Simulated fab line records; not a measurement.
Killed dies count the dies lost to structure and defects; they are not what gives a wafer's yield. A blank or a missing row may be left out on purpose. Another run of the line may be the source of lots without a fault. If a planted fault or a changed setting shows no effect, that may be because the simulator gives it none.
One fault seen from 2 desks	flow gf180mcu	only its own numbers are on each desk; what lay behind them is given at the end

FROM THE METROLOGY DESK
What the gauges read, lot by lot, whatever tool the lot ran on: means of the sampled wafers that have a number. Marked OUT: a lot whose mean sits more than 4 standard deviations from the usual mean, which makes it out of limits; the brackets give that distance.
Columns: A = cdNm at GF_NSD_CD_MEAS_07, usual 401.2 nm; B = V2_CVD_02_THK at GF_V2_THK_MEAS_03, usual 849 nm; C = cdNm at GF_M4_CD_MEAS_14, usual 280.3 nm
lot	first seen here	A	B	C
L183	day 13 08:40	401.0	863	278.9
L184	day 14 01:40	401.2	854	279.8
L185	day 14 08:17	400.2	850	280.4
L187	day 15 03:16	397.8	849	280.7
L190	day 15 23:26	404.0	849	281.7
L192	day 16 15:04	400.2	852	280.4
L193	day 17 04:55	396.0	853	280.7
L194	day 17 07:49	289.0 (-42) OUT	845	280.9
L196	day 18 03:14	399.6	838	279.0
L197	day 18 09:05	294.9 (-39) OUT	844	282.3
L204	day 20 22:35	406.7	859	279.4
L205	day 21 03:26	398.9	860	281.0
L206	day 21 11:52	401.7	837	279.7
This desk finds L194, L197 out of limits, L194 being first, at day 17 07:49 (cdNm at GF_NSD_CD_MEAS_07). Within limits: L183, L184, L185, L187, L190, L192, L193, L196, L204, L205, L206.

AT THE TOOL OWNER'S DESK: lithoTrack-03
The tool's own readings at GF_NSD_DEVELOP_06 (develop time 60 s): means of the sampled wafers that have a number, for each lot that ran on this tool. Marked OUT: a lot whose mean sits more than 4 standard deviations from the usual mean, which makes it out of limits; the brackets give that distance.
Columns: A = developerTempC at GF_NSD_DEVELOP_06, usual 23.01 C
lot	first seen here	A
L190	day 15 23:17	22.94
L192	day 16 14:55	22.90
L193	day 17 04:46	22.91
L194	day 17 07:40	22.97
L197	day 18 08:56	23.01
L204	day 20 22:26	23.17
L206	day 21 11:43	22.98
This desk's finding: nothing out of limits on any of the 7 lots.

PUT TOGETHER
At day 17 07:49 the metrology desk could have sounded an alarm, on L194, L197.
The tool owner's desk saw nothing out of limits.
Tool owner's desk: L194, L197 on record, inside its limits.
On lithoTrack-03, each named lot ran GF_NSD_DEVELOP_06.

WHAT THE SIMULATOR HAD PUT IN
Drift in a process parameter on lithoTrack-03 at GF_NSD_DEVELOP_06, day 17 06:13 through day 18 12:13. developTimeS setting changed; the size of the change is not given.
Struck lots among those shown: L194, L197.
Time in hours between the start of the fault and the first out-of-limits reading at each desk: metrology desk, 2.
